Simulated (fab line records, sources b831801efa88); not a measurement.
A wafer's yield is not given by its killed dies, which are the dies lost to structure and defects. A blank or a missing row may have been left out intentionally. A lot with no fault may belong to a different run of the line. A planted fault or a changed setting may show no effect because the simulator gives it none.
fab line records ; flow sky130
[record] lots = 12; wafers = 36; lastDay = 50
route steps=708 shown NWELL@78 VIA3@596 CAP2M@605 PAD_OPEN@708
lots that met no fault: taken from a fault-free run of the same line
startH: hours from the record's opening day to when the first of the lot's shown wafers began ; waitH: hours elapsed since this lot's preceding step ; " as in the row above ; L1.1+2: several wafers, shown together as one row ; - no value, or no start was given ; * or withheld: withheld ; < > ~ a bound
route shown NAME@n: names a module that has steps shown in the file, with the first one's number in the route ; usual: mean and standard deviation over wafers with no fault ; same: alike in all rows ; chamber/n: place in a boat ; sites: readings site by site ; _std_site: the standard deviation of these ; _edge_site: inner sites' mean taken away from outer sites' mean ; radiusMm: how far each site lies from the wafer's centre ; mask NAME#n: copy n ; behind: the most recent tool/chamber to have shaped the wafer ; hold: reason for holding the lot/hours on hold/outcome of the hold ; device: whichever transistor did not switch (one of n, p or np) ; end of line: the same wafers' tests at the end of the route ; a step without rows: its recipe alone ; killed: dies lost to structure and defects at the first sort, not the wafer's yield ; map: a wafer's dies, marking killed ones x, the rest . and places with no die _
set.NAME: setting as actually run; set.NAME@STEP: the setting as run at that earlier step ; model.NAME: the simulator's own value behind a step, which no gauge read
the route's steps for a sample of lots (tables are steps, rows are wafers)
services: the hour from which a tool's chamber was out of use, counted from the record's first day as startH (under 0 if before that day), plus the number of hours and why
[[steps]]
[step SKY_NWELL_STRIP_25]
[recipe] chemistry = O2/N2; powerW = 1400; pressureMtorr = 1500; platenTempC = withheld; o2FlowSccm = 3000; n2FlowSccm = 300; overashFraction = 0.5
[usual] drypumpMotorCurrentA = 5.6/0.36; n2FlowSccm = 299.9/0.92; oesProductAu = 0.722/0.0048; stripTimeToEndpointS = 36.92/0.086
lot.wafer;tool;chamber;startH;waitH;drypumpMotorCurrentA;n2FlowSccm;oesProductAu;rfHoursCounterH;stripTimeToEndpointS
L382.2;plasmaAsher-04;1;103.62;0.1;6.3;300.3;0.721;30;36.87
L382.3;plasmaAsher-04;1;103.62;0.1;6.3;299.5;0.733;-;36.89
L382.6;plasmaAsher-04;1;103.62;0.1;6.3;300.0;0.714;-;36.87
L383.1;plasmaAsher-01;1;108.27;0.1;5.5;300.1;0.719;42;36.84
L383.5;plasmaAsher-01;0;108.27;0.1;5.4;299.7;0.722;-;36.85
L383.6;plasmaAsher-01;1;108.27;0.1;5.5;302.1;0.719;-;36.86
L386.1;plasmaAsher-01;1;130.07;0.1;5.5;299.5;0.722;45;36.83
L386.2;plasmaAsher-01;0;130.07;0.1;5.3;298.9;0.727;45;36.85
L386.3;plasmaAsher-01;1;130.07;0.1;5.5;300.6;0.723;-;36.85
L387.4;plasmaAsher-03;1;133.55;0.1;5.3;299.5;0.725;-;36.83
L387.5;plasmaAsher-03;1;133.55;0.1;5.2;299.3;0.725;-;36.98
L387.6;plasmaAsher-03;0;133.55;0.1;5.7;301.1;0.713;-;36.87
L388.1;plasmaAsher-04;0;137.73;0.1;5.6;298.7;0.720;33;36.91
L388.3;plasmaAsher-04;0;137.73;0.1;5.6;299.8;0.727;-;36.78
L388.6;plasmaAsher-04;0;137.73;0.1;5.6;299.7;0.720;-;36.87
L395.3;plasmaAsher-01;0;184.26;0.1;5.3;299.6;0.719;-;37.12
L395.5;plasmaAsher-01;1;184.26;0.1;5.5;301.1;0.719;-;37.08
L395.6;plasmaAsher-01;0;184.26;0.1;5.3;299.5;0.731;-;37.05
L397.1;plasmaAsher-01;1;194.93;0.1;5.5;300.6;0.715;50;36.87
L397.5;plasmaAsher-01;1;194.93;0.1;5.5;301.1;0.724;-;36.97
L397.6;plasmaAsher-01;0;194.93;0.1;5.3;299.6;0.728;-;36.92
L398.2;plasmaAsher-04;0;198.83;0.1;5.6;301.1;0.725;39;36.81
L398.3;plasmaAsher-04;0;198.83;0.1;5.6;301.1;0.712;-;36.77
L398.4;plasmaAsher-04;1;198.83;0.1;6.3;301.5;0.716;-;36.82
L399.1;plasmaAsher-04;0;208.37;0.1;5.6;299.9;0.722;40;36.96
L399.4;plasmaAsher-04;0;208.37;0.1;5.6;298.9;0.715;-;37.07
L399.6;plasmaAsher-04;0;208.37;0.1;5.6;299.6;0.717;-;36.84
L400.1;plasmaAsher-03;0;209.03;0.1;5.7;298.2;0.721;52;36.93
L400.3;plasmaAsher-03;1;209.03;0.1;5.3;300.5;0.726;-;36.79
L400.6;plasmaAsher-03;1;209.03;0.1;5.3;301.3;0.727;-;36.65
L401.1;plasmaAsher-03;1;217.77;0.1;5.3;300.6;0.710;53;37.07
L401.2;plasmaAsher-03;0;217.77;0.1;5.7;299.5;0.736;53;36.87
L401.3;plasmaAsher-03;0;217.77;0.1;5.7;299.9;0.724;-;36.99
L403.3;plasmaAsher-04;1;232.10;0.1;6.4;299.4;0.721;-;37.00
L403.5;plasmaAsher-04;0;232.10;0.1;5.6;299.9;0.726;-;37.01
L403.6;plasmaAsher-04;1;232.10;0.1;6.4;299.1;0.721;-;36.91
[step SKY_VIA3_THK_MEAS_23]
[recipe] thkMeasGauge = xrf; reads = W_of_VIA3_CVD_21
[usual] VIA3_W_THK = 401/5.1
lot.wafer;tool;chamber;startH;waitH;VIA3_W_THK[nm]
L382.2;filmMetro-03;-;921.85;0.1;401
L382.3;filmMetro-03;-;921.85;0.1;406
L382.6;filmMetro-03;-;921.85;0.1;400
L383.1;filmMetro-03;-;935.40;0.1;405
L383.5;filmMetro-03;-;935.40;0.1;406
L383.6;filmMetro-03;-;935.40;0.1;406
L386.1;filmMetro-01;-;959.26;0.1;398
L386.2;filmMetro-01;-;959.26;0.1;403
L386.3;filmMetro-01;-;959.26;0.1;399
L387.4;filmMetro-02;-;963.32;0.1;399
L387.5;filmMetro-02;-;963.32;0.1;394
L387.6;filmMetro-02;-;963.32;0.1;396
L388.1;filmMetro-03;-;964.70;0.1;393
L388.3;filmMetro-03;-;964.70;0.1;389
L388.6;filmMetro-03;-;964.70;0.1;402
L395.3;filmMetro-01;-;1021.74;0.1;405
L395.5;filmMetro-01;-;1021.74;0.1;402
L395.6;filmMetro-01;-;1021.74;0.1;399
L397.1;filmMetro-01;-;1029.78;0.1;398
L397.5;filmMetro-01;-;1029.78;0.1;398
L397.6;filmMetro-01;-;1029.78;0.1;392
L398.2;filmMetro-01;-;1043.89;0.1;398
L398.3;filmMetro-01;-;1043.89;0.1;398
L398.4;filmMetro-01;-;1043.89;0.1;407
L400.1;filmMetro-02;-;1050.00;0.1;402
L400.3;filmMetro-02;-;1050.00;0.1;408
L400.6;filmMetro-02;-;1050.00;0.1;403
L399.1;filmMetro-02;-;1052.76;0.1;405
L399.4;filmMetro-02;-;1052.76;0.1;412
L399.6;filmMetro-02;-;1052.76;0.1;410
L401.1;filmMetro-01;-;1054.94;0.1;403
L401.2;filmMetro-01;-;1054.94;0.1;409
L401.3;filmMetro-01;-;1054.94;0.1;405
L403.3;filmMetro-02;-;1067.77;0.1;399
L403.5;filmMetro-02;-;1067.77;0.1;401
L403.6;filmMetro-02;-;1067.77;0.1;396
[step SKY_CAP2M_SPUTTER_02]
[recipe] material = TiN; targetThkNm = 200; tempC = 300; powerW = 6500; timeS = 166.7; chamberPressurePa = 0.4
[usual] throttleValvePct = 30.1/1.1
lot.wafer;tool;chamber;startH;waitH;throttleValvePct
L382.2;pvdSputter-04;-;922.44;0.0;29.8
L382.3;pvdSputter-04;-;922.44;0.0;30.3
L382.6;pvdSputter-04;-;922.44;0.0;30.4
L383.1;pvdSputter-04;-;936.00;0.1;29.4
L383.5;pvdSputter-04;-;936.00;0.1;29.7
L383.6;pvdSputter-04;-;936.00;0.1;30.6
L386.1;pvdSputter-02;-;959.85;0.1;30.7
L386.2;pvdSputter-02;-;959.85;0.1;29.4
L386.3;pvdSputter-02;-;959.85;0.1;27.8
L387.4;pvdSputter-04;-;963.89;0.0;30.5
L387.5;pvdSputter-04;-;963.89;0.0;30.4
L387.6;pvdSputter-04;-;963.89;0.0;29.4
L388.1;pvdSputter-01;-;965.31;0.1;27.7
L388.3;pvdSputter-01;-;965.31;0.1;29.9
L388.6;pvdSputter-01;-;965.31;0.1;27.6
L395.3;pvdSputter-01;-;1022.32;0.0;31.9
L395.5;pvdSputter-01;-;1022.32;0.0;31.4
L395.6;pvdSputter-01;-;1022.32;0.0;27.8
L397.1;pvdSputter-01;-;1030.54;0.1;27.5
L397.5;pvdSputter-01;-;1030.54;0.1;27.6
L397.6;pvdSputter-01;-;1030.54;0.1;31.9
L398.2;pvdSputter-01;-;1044.48;0.0;30.0
L398.3;pvdSputter-01;-;1044.48;0.0;31.5
L398.4;pvdSputter-01;-;1044.48;0.0;27.8
L400.1;pvdSputter-04;-;1050.59;0.1;30.3
L400.3;pvdSputter-04;-;1050.59;0.1;29.8
L400.6;pvdSputter-04;-;1050.59;0.1;29.7
L399.1;pvdSputter-04;-;1053.39;0.1;29.8
L399.4;pvdSputter-04;-;1053.39;0.1;30.2
L399.6;pvdSputter-04;-;1053.39;0.1;30.4
L401.1;pvdSputter-04;-;1055.54;0.1;30.3
L401.2;pvdSputter-04;-;1055.54;0.1;29.4
L401.3;pvdSputter-04;-;1055.54;0.1;30.8
L403.3;pvdSputter-01;-;1068.34;0.0;32.0
L403.5;pvdSputter-01;-;1068.34;0.0;31.6
L403.6;pvdSputter-01;-;1068.34;0.0;27.3
[step SKY_CAP2M_STRIP_14]
[recipe] chemistry = O2/N2; powerW = 1400; pressureMtorr = 1500; platenTempC = withheld; o2FlowSccm = 3000; n2FlowSccm = 300; overashFraction = 0.5
[usual] drypumpMotorCurrentA = 5.5/0.31; n2FlowSccm = 300.1/0.8; oesProductAu = 0.710/0.0047; stripTimeToEndpointS = 12.62/0.044
lot.wafer;tool;chamber;startH;waitH;drypumpMotorCurrentA;n2FlowSccm;oesProductAu;rfHoursCounterH;stripTimeToEndpointS
L382.2;plasmaAsher-01;1;947.09;0.1;5.5;300.2;0.701;50;12.53
L382.3;plasmaAsher-01;1;947.09;0.1;5.5;300.2;0.712;-;12.56
L382.6;plasmaAsher-01;1;947.09;0.1;5.5;301.3;0.713;-;12.52
L383.1;plasmaAsher-03;0;960.31;0.1;5.7;300.6;0.715;22;12.58
L383.5;plasmaAsher-03;0;960.31;0.1;5.7;299.3;0.708;-;12.55
L383.6;plasmaAsher-03;1;960.31;0.1;5.3;299.7;0.717;-;12.60
L386.1;plasmaAsher-01;1;983.40;0.1;5.5;299.8;0.712;54;12.64
L386.2;plasmaAsher-01;0;983.40;0.1;5.3;300.0;0.708;54;12.68
L386.3;plasmaAsher-01;0;983.40;0.1;5.4;301.2;0.711;-;12.66
L387.4;plasmaAsher-01;0;987.66;0.1;5.4;300.1;0.703;-;12.63
L387.5;plasmaAsher-01;1;987.66;0.1;5.5;299.9;0.705;-;12.62
L387.6;plasmaAsher-01;0;987.66;0.1;5.3;299.2;0.711;-;12.61
L388.1;plasmaAsher-03;1;988.82;0.1;5.3;299.7;0.700;25;12.64
L388.3;plasmaAsher-03;1;988.82;0.1;5.3;300.3;0.725;-;12.64
L388.6;plasmaAsher-03;0;988.82;0.1;5.7;300.0;0.706;-;12.61
L395.3;plasmaAsher-02;1;1044.91;0.1;6.1;300.9;0.709;-;12.54
L395.5;plasmaAsher-02;1;1044.91;0.1;6.2;300.9;0.705;-;12.57
L395.6;plasmaAsher-02;0;1044.91;0.1;5.2;299.7;0.715;-;12.53
L397.1;plasmaAsher-02;1;1052.71;0.1;6.1;299.6;0.711;93;12.67
L397.5;plasmaAsher-02;1;1052.71;0.1;6.2;300.0;0.710;-;12.69
L397.6;plasmaAsher-02;0;1052.71;0.1;5.3;299.0;0.708;-;12.65
L398.2;plasmaAsher-01;1;1065.49;0.1;5.5;300.0;0.707;62;12.60
L398.3;plasmaAsher-01;1;1065.49;0.1;5.5;300.2;0.715;-;12.59
L398.4;plasmaAsher-01;0;1065.49;0.1;5.3;300.7;0.710;-;12.63
L400.1;plasmaAsher-03;0;1071.67;0.1;5.7;300.0;0.703;33;12.62
L400.3;plasmaAsher-03;1;1071.67;0.1;5.3;300.7;0.712;-;12.69
L400.6;plasmaAsher-03;0;1071.67;0.1;5.8;299.9;0.714;-;12.67
L399.1;plasmaAsher-01;0;1074.01;0.1;5.4;300.3;0.712;62;12.62
L399.4;plasmaAsher-01;1;1074.01;0.1;5.5;298.8;0.714;-;12.55
L399.6;plasmaAsher-01;0;1074.01;0.1;5.3;299.9;0.706;-;12.57
L401.1;plasmaAsher-03;1;1077.02;0.1;5.3;299.3;0.714;34;12.64
L401.2;plasmaAsher-03;0;1077.02;0.1;5.7;299.2;0.715;34;12.61
L401.3;plasmaAsher-03;1;1077.02;0.1;5.3;299.7;0.708;-;12.64
L403.3;plasmaAsher-01;0;1089.54;0.1;5.3;302.2;0.711;-;12.59
L403.5;plasmaAsher-01;1;1089.54;0.1;5.5;299.3;0.707;-;12.59
L403.6;plasmaAsher-01;0;1089.54;0.1;5.3;301.0;0.710;-;12.61
[step SKY_PAD_OPEN_PROBE_99]
[usual] killed_at_M0_to_M3 = 44/6.3; killed_at_M4_up = 3.1/2; killedAtContacts = 24/4.8; killedAtFrontEnd = 15/4.6; killedAtOther = 0.2/0.51; killedDies = 87/8.4; killedOpen = 48/6.4; killedShort = 39/5.9
[same] grossDies = 492; killedAtBackSide = 0
lot.wafer;tool;chamber;startH;waitH;hold;killed_at_M0_to_M3;killed_at_M4_up;killedAtContacts;killedAtFrontEnd;killedAtOther;killedDies;killedOpen;killedShort
L382.2;prober-02;-;1070.57;0.1;-;39;7;19;9;0;74;45;29
L382.3;prober-02;-;1070.62;0.2;-;42;4;25;14;1;86;48;38
L382.6;prober-02;-;1070.77;0.2;-;49;3;14;15;0;81;47;34
L383.1;prober-01;-;1080.86;0.1;-;46;7;24;16;0;93;50;43
L383.5;prober-01;-;1081.06;0.2;-;45;8;24;16;0;93;50;43
L383.6;prober-01;-;1081.11;0.2;-;42;3;21;19;0;85;46;39
L386.1;prober-02;-;1099.95;0.1;-;31;5;23;15;1;75;37;38
L386.2;prober-02;-;1100.00;0.1;-;28;4;29;18;0;79;37;42
L386.3;prober-02;-;1100.05;0.2;-;38;2;31;18;0;89;56;33
L387.4;prober-01;-;1102.66;0.2;-;31;3;24;9;2;69;42;27
L387.5;prober-01;-;1102.71;0.2;-;42;5;27;17;0;91;52;39
L387.6;prober-01;-;1102.76;0.2;-;36;4;20;11;1;72;38;34
L388.1;prober-02;-;1104.48;0.1;-;48;3;21;14;0;86;59;27
L388.3;prober-02;-;1104.58;0.2;-;42;5;21;15;0;83;42;41
L388.6;prober-02;-;1104.73;0.2;-;48;5;27;8;0;88;58;30
L395.3;prober-01;-;1152.31;0.2;awaitDispo/2.4h/release;37;3;19;84;0;143;35;36
L395.5;prober-01;-;1152.41;0.2;awaitDispo/2.4h/release;48;2;28;40;2;120;51;39
L395.6;prober-01;-;1152.46;0.2;awaitDispo/2.4h/release;36;4;24;82;0;146;46;34
L397.1;prober-01;-;1158.63;0.1;awaitDispo/5.7h/release;38;1;21;40;0;100;44;31
L397.5;prober-01;-;1158.83;0.2;awaitDispo/5.7h/release;39;5;25;45;0;114;55;31
L397.6;prober-01;-;1158.88;0.2;awaitDispo/5.7h/release;39;4;21;84;0;148;49;30
L398.2;prober-02;-;1169.31;0.1;-;38;3;22;12;0;75;42;33
L398.3;prober-02;-;1169.36;0.2;-;49;5;25;13;0;92;49;43
L398.4;prober-02;-;1169.41;0.2;-;52;1;23;11;0;87;57;30
L400.1;prober-01;-;1176.33;0.1;-;44;4;29;10;0;87;45;42
L400.3;prober-01;-;1176.43;0.2;-;33;1;33;18;1;86;38;48
L400.6;prober-01;-;1176.58;0.2;-;40;2;26;23;1;92;53;39
L399.1;prober-02;-;1177.05;0.1;-;36;0;27;14;2;79;39;40
L399.4;prober-02;-;1177.20;0.2;-;43;0;33;11;0;87;50;37
L399.6;prober-02;-;1177.30;0.2;-;45;3;34;13;0;95;56;39
L401.1;prober-01;-;1178.65;0.1;-;51;4;35;15;0;105;54;51
L401.2;prober-01;-;1178.70;0.1;-;40;6;23;21;1;91;45;46
L401.3;prober-01;-;1178.75;0.2;-;43;1;28;19;0;91;54;37
L403.3;prober-01;-;1188.69;0.2;-;40;3;22;21;1;87;52;35
L403.5;prober-01;-;1188.79;0.2;-;48;4;26;27;0;105;54;51
L403.6;prober-01;-;1188.84;0.2;-;40;2;24;6;0;72;44;28
// killed by level:class
L382.2 CONTACT:geometricParticle:open=10 VIA1:geometricParticle:open=10 VIA3:geometricParticle:open=7 METAL2:geometricParticle:short=5 VIA2:geometricParticle:open=5 METAL1:geometricParticle:short=4 VIA2:geometricParticle:short=4 METAL4:geometricParticle:short=4
L382.3 VIA1:geometricParticle:open=13 LI_CONTACT:geometricParticle:open=8 CONTACT:geometricParticle:open=7 VIA3:geometricParticle:open=6 METAL1:geometricParticle:short=6 FIELD_ISO:geometricParticle:open=5 LI_CONTACT:geometricParticle:short=5 METAL2:geometricParticle:short=5
L382.6 VIA1:geometricParticle:open=14 VIA3:geometricParticle:open=8 LI_CONTACT:geometricParticle:open=5 VIA2:geometricParticle:open=4 METAL1:geometricParticle:short=4 VIA3:geometricParticle:short=4 FIELD_ISO:geometricParticle:open=3 FIELD_ISO:geometricParticle:short=3
L383.1 VIA1:geometricParticle:open=13 CONTACT:geometricParticle:open=9 VIA1:geometricParticle:short=8 FIELD_ISO:geometricParticle:open=6 VIA2:geometricParticle:open=5 METAL3:geometricParticle:short=5 METAL4:geometricParticle:short=5 FIELD_ISO:geometricParticle:short=4
L383.5 VIA1:geometricParticle:open=9 VIA2:geometricParticle:open=9 LI_CONTACT:geometricParticle:open=8 FIELD_ISO:geometricParticle:short=6 CONTACT:geometricParticle:open=6 VIA3:geometricParticle:open=6 METAL4:geometricParticle:short=6 FIELD_ISO:geometricParticle:open=5
L383.6 VIA1:geometricParticle:open=14 FIELD_ISO:geometricParticle:open=7 CONTACT:geometricParticle:open=7 FIELD_ISO:geometricParticle:short=6 VIA1:geometricParticle:short=6 VIA2:geometricParticle:open=6 VIA3:geometricParticle:open=6 LOCAL_INTERCONNECT:geometricParticle:short=5
L386.1 CONTACT:geometricParticle:open=11 METAL2:geometricParticle:short=7 VIA3:geometricParticle:open=7 FIELD_ISO:geometricParticle:short=6 CONTACT:geometricParticle:short=5 POLY_GATE:geometricParticle:open=4 VIA2:geometricParticle:short=4 LOCAL_INTERCONNECT:geometricParticle:short=4
L386.2 LI_CONTACT:geometricParticle:open=8 CONTACT:geometricParticle:open=7 FIELD_ISO:geometricParticle:short=6 LOCAL_INTERCONNECT:geometricParticle:short=6 VIA2:geometricParticle:open=6 LI_CONTACT:geometricParticle:short=4 METAL1:geometricParticle:short=4 METAL4:geometricParticle:short=4
L386.3 CONTACT:geometricParticle:open=17 VIA1:geometricParticle:open=12 POLY_GATE:geometricParticle:open=5 LOCAL_INTERCONNECT:geometricParticle:short=5 VIA3:geometricParticle:open=5 FIELD_ISO:geometricParticle:short=4 FIELD_ISO:geometricParticle:open=4 LI_CONTACT:geometricParticle:open=4
L387.4 VIA1:geometricParticle:open=9 VIA3:geometricParticle:open=6 LI_CONTACT:geometricParticle:open=5 CONTACT:geometricParticle:short=5 LOCAL_INTERCONNECT:geometricParticle:short=5 CONTACT:geometricParticle:open=5 POLY_GATE:geometricParticle:open=4 LOCAL_INTERCONNECT:geometricParticle:open=4
L387.5 LI_CONTACT:geometricParticle:open=10 VIA3:geometricParticle:open=10 CONTACT:geometricParticle:open=9 FIELD_ISO:geometricParticle:open=7 VIA1:geometricParticle:short=6 METAL1:geometricParticle:short=6 VIA1:geometricParticle:open=5 VIA2:geometricParticle:short=4
L387.6 VIA1:geometricParticle:open=9 VIA3:geometricParticle:open=8 LI_CONTACT:geometricParticle:open=5 CONTACT:geometricParticle:short=5 CONTACT:geometricParticle:open=5 FIELD_ISO:geometricParticle:short=4 LOCAL_INTERCONNECT:geometricParticle:short=4 METAL2:geometricParticle:open=4
L388.1 VIA1:geometricParticle:open=11 CONTACT:geometricParticle:open=9 VIA3:geometricParticle:open=9 VIA2:geometricParticle:open=7 LI_CONTACT:geometricParticle:open=6 FIELD_ISO:geometricParticle:open=5 METAL1:geometricParticle:short=5 METAL2:geometricParticle:short=4
L388.3 VIA1:geometricParticle:open=12 LI_CONTACT:geometricParticle:open=7 VIA1:geometricParticle:short=6 VIA3:geometricParticle:open=6 CONTACT:geometricParticle:open=5 METAL4:geometricParticle:short=5 FIELD_ISO:geometricParticle:short=4 POLY_GATE:geometricParticle:open=4
L388.6 VIA1:geometricParticle:open=12 VIA3:geometricParticle:open=12 LI_CONTACT:geometricParticle:open=11 CONTACT:geometricParticle:open=9 VIA1:geometricParticle:short=5 METAL2:geometricParticle:open=4 METAL4:geometricParticle:short=4 VIA2:geometricParticle:open=4
L395.3 NWELL:unspecified=72 VIA1:geometricParticle:open=8 VIA1:geometricParticle:short=8 VIA2:geometricParticle:open=6 LOCAL_INTERCONNECT:geometricParticle:short=6 FIELD_ISO:geometricParticle:open=4 CONTACT:geometricParticle:open=4 METAL1:geometricParticle:short=4
L395.5 NWELL:unspecified=30 VIA1:geometricParticle:open=14 CONTACT:geometricParticle:open=11 VIA1:geometricParticle:short=9 LI_CONTACT:geometricParticle:open=9 VIA3:geometricParticle:open=9 SPACER:geometricParticle:open=4 LI_CONTACT:geometricParticle:short=4
L395.6 NWELL:unspecified=66 VIA1:geometricParticle:open=11 CONTACT:geometricParticle:open=7 METAL1:geometricParticle:short=7 LI_CONTACT:geometricParticle:open=6 POLY_GATE:geometricParticle:open=4 CONTACT:geometricParticle:short=4 LOCAL_INTERCONNECT:geometricParticle:open=4
L397.1 NWELL:unspecified=25 VIA1:geometricParticle:open=10 CONTACT:geometricParticle:open=8 FIELD_ISO:geometricParticle:short=7 LI_CONTACT:geometricParticle:open=6 METAL1:geometricParticle:open=5 METAL2:geometricParticle:short=4 VIA3:geometricParticle:open=4
L397.5 NWELL:unspecified=28 CONTACT:geometricParticle:open=10 VIA1:geometricParticle:open=8 LI_CONTACT:geometricParticle:open=7 FIELD_ISO:geometricParticle:open=6 VIA2:geometricParticle:open=6 CONTACT:geometricParticle:short=5 METAL1:geometricParticle:open=5
L397.6 NWELL:unspecified=69 VIA1:geometricParticle:open=12 LI_CONTACT:geometricParticle:open=8 POLY_GATE:geometricParticle:open=7 VIA1:geometricParticle:short=5 CONTACT:geometricParticle:open=5 VIA2:geometricParticle:open=5 VIA3:geometricParticle:open=5
L398.2 CONTACT:geometricParticle:open=11 VIA1:geometricParticle:open=7 METAL2:geometricParticle:short=7 FIELD_ISO:geometricParticle:open=6 VIA1:geometricParticle:short=5 LI_CONTACT:geometricParticle:open=4 VIA2:geometricParticle:open=4 VIA3:geometricParticle:open=4
L398.3 VIA1:geometricParticle:open=16 CONTACT:geometricParticle:open=9 LI_CONTACT:geometricParticle:open=7 VIA2:geometricParticle:open=6 METAL2:geometricParticle:short=6 POLY_GATE:geometricParticle:short=5 LI_CONTACT:geometricParticle:short=5 VIA3:geometricParticle:short=4
L398.4 VIA1:geometricParticle:open=19 CONTACT:geometricParticle:open=10 VIA1:geometricParticle:short=9 LI_CONTACT:geometricParticle:open=8 VIA3:geometricParticle:open=5 VIA2:geometricParticle:open=5 FIELD_ISO:geometricParticle:open=3 POLY_CUT:geometricParticle:short=3
L400.1 VIA1:geometricParticle:open=12 VIA3:geometricParticle:open=11 LI_CONTACT:geometricParticle:open=9 METAL2:geometricParticle:short=8 CONTACT:geometricParticle:short=7 CONTACT:geometricParticle:open=6 LOCAL_INTERCONNECT:geometricParticle:short=4 METAL1:geometricParticle:short=4
L400.3 CONTACT:geometricParticle:open=11 FIELD_ISO:geometricParticle:short=9 VIA1:geometricParticle:open=8 LOCAL_INTERCONNECT:geometricParticle:short=7 CONTACT:geometricParticle:short=7 VIA1:geometricParticle:short=6 METAL1:geometricParticle:short=5 VIA3:geometricParticle:open=5
L400.6 CONTACT:geometricParticle:open=10 VIA1:geometricParticle:open=10 FIELD_ISO:geometricParticle:open=9 LI_CONTACT:geometricParticle:open=6 METAL2:geometricParticle:short=5 LOCAL_INTERCONNECT:geometricParticle:short=5 VIA3:geometricParticle:open=5 POLY_GATE:geometricParticle:open=4
L399.1 CONTACT:geometricParticle:open=10 VIA1:geometricParticle:open=7 CONTACT:geometricParticle:short=6 LI_CONTACT:geometricParticle:open=5 METAL1:geometricParticle:short=5 VIA1:geometricParticle:short=5 METAL2:geometricParticle:short=5 FIELD_ISO:geometricParticle:open=4
L399.4 CONTACT:geometricParticle:open=15 VIA1:geometricParticle:open=9 VIA1:geometricParticle:short=8 LI_CONTACT:geometricParticle:open=7 VIA3:geometricParticle:open=7 VIA2:geometricParticle:open=6 LI_CONTACT:geometricParticle:short=5 POLY_GATE:geometricParticle:short=4
L399.6 VIA1:geometricParticle:open=13 LI_CONTACT:geometricParticle:short=10 LI_CONTACT:geometricParticle:open=10 CONTACT:geometricParticle:open=8 VIA2:geometricParticle:open=8 VIA1:geometricParticle:short=7 FIELD_ISO:geometricParticle:open=5 VIA3:geometricParticle:open=5
L401.1 VIA1:geometricParticle:open=17 LI_CONTACT:geometricParticle:open=12 VIA1:geometricParticle:short=7 FIELD_ISO:geometricParticle:open=6 LOCAL_INTERCONNECT:geometricParticle:short=6 CONTACT:geometricParticle:short=6 VIA3:geometricParticle:open=6 LI_CONTACT:geometricParticle:short=5
L401.2 METAL1:geometricParticle:short=10 VIA1:geometricParticle:open=8 CONTACT:geometricParticle:open=7 VIA3:geometricParticle:open=7 FIELD_ISO:geometricParticle:open=6 FIELD_ISO:geometricParticle:short=6 LOCAL_INTERCONNECT:geometricParticle:short=6 VIA2:geometricParticle:open=5
L401.3 VIA1:geometricParticle:open=16 LI_CONTACT:geometricParticle:open=10 FIELD_ISO:geometricParticle:open=7 VIA1:geometricParticle:short=7 CONTACT:geometricParticle:open=7 FIELD_ISO:geometricParticle:short=6 LI_CONTACT:geometricParticle:short=4 CONTACT:geometricParticle:short=4
L403.3 VIA1:geometricParticle:open=13 CONTACT:geometricParticle:open=8 VIA3:geometricParticle:open=7 POLY_GATE:geometricParticle:open=6 FIELD_ISO:geometricParticle:open=5 LI_CONTACT:geometricParticle:open=5 LOCAL_INTERCONNECT:geometricParticle:short=5 FIELD_ISO:geometricParticle:short=4
L403.5 VIA1:geometricParticle:open=13 POLY_GATE:geometricParticle:short=9 VIA3:geometricParticle:open=9 CONTACT:geometricParticle:open=9 VIA1:geometricParticle:short=8 LOCAL_INTERCONNECT:geometricParticle:short=6 VIA2:geometricParticle:open=6 FIELD_ISO:geometricParticle:open=5
L403.6 VIA1:geometricParticle:open=10 CONTACT:geometricParticle:open=9 LI_CONTACT:geometricParticle:open=8 METAL1:geometricParticle:short=7 VIA3:geometricParticle:open=7 FIELD_ISO:geometricParticle:short=4 VIA2:geometricParticle:open=4 VIA3:geometricParticle:short=4
[[services]]
tool;chamber;startH;hours;kind
plasmaAsher-01;-;153.29;2.8;pm
pvdSputter-04;-;168.32;5.2;repair
pvdSputter-04;-;236.53;3.3;repair
plasmaAsher-03;-;258.69;12.5;repair
plasmaAsher-01;-;421.25;9.0;pm
plasmaAsher-03;-;475.07;0.9;repair
pvdSputter-04;-;608.83;4.8;repair
pvdSputter-04;-;614.12;1.7;repair
plasmaAsher-01;-;662.06;0.8;repair
pvdSputter-04;-;689.02;14.0;repair
plasmaAsher-03;-;726.33;2.0;repair
plasmaAsher-01;-;728.85;14.0;repair
plasmaAsher-03;-;733.75;9.0;pm
plasmaAsher-03;-;765.52;0.5;repair
pvdSputter-04;-;778.15;0.7;repair
pvdSputter-04;-;792.23;0.8;repair
plasmaAsher-01;-;802.48;11.0;repair
plasmaAsher-01;-;814.02;1.2;repair
pvdSputter-04;-;815.61;3.7;repair
plasmaAsher-03;-;857.49;4.1;repair
plasmaAsher-03;-;904.30;2.8;pm
plasmaAsher-03;-;949.34;4.0;pm
plasmaAsher-01;-;1044.02;2.3;repair
plasmaAsher-01;-;1070.74;0.4;repair
[[key]]
[firstSign] step = SKY_PAD_OPEN_PROBE_99; reading = killedAtFrontEnd; direction = up; sigmas = 10; usual = 15; struck = 62
[effect] step = SKY_PAD_OPEN_PROBE_99; reading = killedDies; direction = up; sigmas = 4.9; usual = 87; struck = 128
metAt SKY_NWELL_STRIP_25
struckLots L395,L397
testerLeftOut L395,L397
notActingAt SKY_VIA3_THK_MEAS_23,SKY_CAP2M_SPUTTER_02,SKY_CAP2M_STRIP_14
onsetBetween 130.07 184.26
[fault] kind = chamberParticleSource; tool = plasmaAsher-01; chamber = -; onsetH = 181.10; steps = SKY_NWELL_STRIP_25; ratePerVisitCm2 = 2.2344; endH = 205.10
// testerLeftOut: of these lots the tester's yield and bins aren't shown, on N5 and GAA mostly nor the transistor test; their killed dies are dies lost to structure and defects alone, not to doping, threshold or leakage, so they don't give the yield
